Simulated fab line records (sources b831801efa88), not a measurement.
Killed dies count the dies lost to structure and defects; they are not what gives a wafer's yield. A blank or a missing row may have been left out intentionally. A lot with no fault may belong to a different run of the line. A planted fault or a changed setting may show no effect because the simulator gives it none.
Comparing a struck lot with a sound one / flow sky130 / 43 out of 708 route steps
Sound: these wafers, L147.2, L147.4, L147.5. Struck: wafer L165.4 (left out: L165.1, L165.5 of the same lot, which were not struck); the cause appears at the end.
Order at every step that has rows: each side's tool, ch and its chambers, its first start. Under that, the readings that differ: sound wafers / struck wafers / difference of the means / sigmas: that difference in standard deviations of wafers without a fault.
alike: same words and numbers on both sides, and readings whose means sit less than 2 such deviations apart. not compared: any withheld reading, any reading some wafer has no value for, any bound like >300 that may hide the same value, and any number with overlapping values for which the record gives no deviation.
The two part at a step that has a row with sigmas, a row that says differs or no value, or rows on one side only. Numbers that don't overlap but have no deviation are shown without sigmas and don't part them. A reading that every wafer of one side lacks parts them only if that side has two wafers or more.

first, 1 step without rows for these wafers: SKY_LDD_P_DEVELOP_06 (develop time 60 s).
SKY_LDD_P_CD_MEAS_07 targets a cd of 380 nm.
  sound on cd-sem-01, day 20 22:15; struck on cd-sem-02, day 26 17:19
  alike: cd-nm
SKY_LDD_P_OVL_MEAS_08:
  sound on overlay-02, day 20 22:21; struck on overlay-02, day 26 17:26
  alike: LDD_P_OVL
then, 1 step without rows for these wafers: SKY_LDD_P_IMPLANT_09.
SKY_LDD_P_STRIP_10: strips in O2/N2.
  sound on plasma-asher-02 ch 1, day 20 22:32; struck on plasma-asher-04 ch 0, day 26 17:37
reading=drypump-motor-current-A (A); sound=5.5 5.5 5.5; struck=6.6; difference=+1.1; sigmas=+3
  alike: oes-product-au, strip-time-to-endpoint-s
  not compared: rf-hours-counter-h
SKY_LDD_P_TW_MEAS_11:
  sound on film-metro-02, day 20 22:38; struck on film-metro-04, day 26 17:43
  alike: LDD_P_TW
then, 6 steps without rows for these wafers: SKY_LDD_HVN_DEHYDRATE_00 (time 60 s); SKY_LDD_HVN_HMDS_01 (prime time 60 s); SKY_LDD_HVN_COAT_02 (resist thk 300 nm); SKY_LDD_HVN_SOFTBAKE_03 (time 60 s); SKY_LDD_HVN_EXPOSE_04 (exposes mask HVNTM, target cd 700 nm); SKY_LDD_HVN_PEB_05.
SKY_LDD_HVN_DEVELOP_06: develop time 60 s.
  sound on litho-track-01 ch 0, day 22 06:08; struck on litho-track-02 ch 0, day 27 22:32
SKY_LDD_HVN_OVL_MEAS_07:
  sound on overlay-01, day 22 06:16; struck on overlay-02, day 27 22:41
  alike: LDD_HVN_OVL
then, 1 step without rows for these wafers: SKY_LDD_HVN_IMPLANT_08.
SKY_LDD_HVN_STRIP_09: strips in O2/N2.
  sound on plasma-asher-02 ch 0,1, day 22 06:27; struck on plasma-asher-01 ch 1, day 27 22:53
  alike: drypump-motor-current-A, oes-product-au, strip-time-to-endpoint-s
  not compared: rf-hours-counter-h
SKY_LDD_HVN_TW_MEAS_10:
  sound on film-metro-01, day 22 06:34; struck on film-metro-04, day 27 22:59
  alike: LDD_HVN_TW
then, 7 steps without rows for these wafers: SKY_LDD_HVP_DEHYDRATE_00 (time 60 s); SKY_LDD_HVP_HMDS_01 (prime time 60 s); SKY_LDD_HVP_COAT_02 (resist thk 300 nm); SKY_LDD_HVP_SOFTBAKE_03 (time 60 s); SKY_LDD_HVP_EXPOSE_04 (exposes mask HVPTM, target cd 700 nm); SKY_LDD_HVP_PEB_05; SKY_LDD_HVP_DEVELOP_06 (develop time 60 s).
SKY_LDD_HVP_OVL_MEAS_07:
  sound on overlay-01, day 23 12:51; struck on overlay-01, day 29 03:33
  alike: LDD_HVP_OVL
then, 1 step without rows for these wafers: SKY_LDD_HVP_IMPLANT_08.
SKY_LDD_HVP_STRIP_09: strips in O2/N2.
  sound on plasma-asher-03 ch 0,1, day 23 13:02; struck on plasma-asher-02 ch 0, day 29 03:44
  alike: drypump-motor-current-A, oes-product-au, strip-time-to-endpoint-s
  not compared: rf-hours-counter-h
SKY_LDD_HVP_TW_MEAS_10:
  sound on film-metro-02, day 23 13:08; struck on film-metro-02, day 29 03:50
  alike: LDD_HVP_TW
then, 7 steps without rows for these wafers: SKY_LDD_LDN_DEHYDRATE_00 (time 60 s); SKY_LDD_LDN_HMDS_01 (prime time 60 s); SKY_LDD_LDN_COAT_02 (resist thk 1140 nm); SKY_LDD_LDN_SOFTBAKE_03 (time 60 s); SKY_LDD_LDN_EXPOSE_04 (exposes mask LDNTM, target cd 700 nm); SKY_LDD_LDN_PEB_05; SKY_LDD_LDN_DEVELOP_06 (develop time 60 s).
SKY_LDD_LDN_OVL_MEAS_07:
  sound on overlay-01, day 24 18:40; struck on overlay-02, day 30 07:50
  alike: LDD_LDN_OVL
then, 4 steps without rows for these wafers: SKY_LDD_LDN_IMPLANT_08; SKY_LDD_LDN_IMPLANT_09; SKY_LDD_LDN_IMPLANT_10; SKY_LDD_LDN_IMPLANT_11.
SKY_LDD_LDN_STRIP_12: strips in O2/N2.
  sound on plasma-asher-01 ch 1, day 24 19:17; struck on plasma-asher-01 ch 0, day 30 08:28
  alike: drypump-motor-current-A, oes-product-au, strip-time-to-endpoint-s
  not compared: rf-hours-counter-h
SKY_LDD_LDN_TW_MEAS_13:
  sound on film-metro-01, day 24 19:24; struck on film-metro-01, day 30 08:34
  alike: LDD_LDN_TW
-- a jump in the record: the struck wafers' starts before and after are 20 days apart (it breaks off in module LDD_LDN and resumes in module PAD_OPEN, where the first step shown is number 708 of the route) --
SKY_PAD_OPEN_PROBE_99:
  sound on prober-02, day 47 05:10; struck on prober-01, day 50 19:16
reading=killed-at-front-end; sound=13 22 14; struck=27; difference=+11; sigmas=+2
reading=model.etest.tip_n_5v.rs-ohm-sq; sound=1366 1360 1378; struck=2245; difference=+877; sigmas=
reading=model.etest.nfet-g5v0d10v5.r-on-ohm-um; sound=1828 1844 1839; struck=2053; difference=+216; sigmas=
reading=model.etest.nfet-g5v0d10v5.drive-ua-um; sound=629.5 614.3 627.7; struck=556.7; difference=-67.1; sigmas=
reading=model.etest.nfet_05v0_nvt.drive-ua-um; sound=589.8 582.3 590.5; struck=548.9; difference=-38.6; sigmas=
reading=model.etest.res-ndiff-hv.rs-ohm-sq; sound=114.9 114.3 114.8; struck=118.2; difference=+3.5; sigmas=
reading=model.etest.ring_5v.delay-ps; sound=43.6 44.98 44.17; struck=45.83; difference=+1.58; sigmas=
reading=model.etest.nfet_05v0_nvt.off-log10-a-um; sound=-10.86 -10.88 -10.84; struck=-11.08; difference=-0.22; sigmas=
reading=model.etest.nfet-g5v0d10v5.vt-sat-v (V); sound=0.7435 0.7488 0.7407; struck=0.8281; difference=+0.0838; sigmas=
  alike: killed_at_M0_to_M3, killed_at_M4_up, killed-at-contacts, killed-at-other, killed-dies, killed-open, killed-short

== WHERE THEY PART ==
At SKY_LDD_P_STRIP_10 first; at SKY_PAD_OPEN_PROBE_99 last (within this record only).

WHY: what had been put in by the simulator
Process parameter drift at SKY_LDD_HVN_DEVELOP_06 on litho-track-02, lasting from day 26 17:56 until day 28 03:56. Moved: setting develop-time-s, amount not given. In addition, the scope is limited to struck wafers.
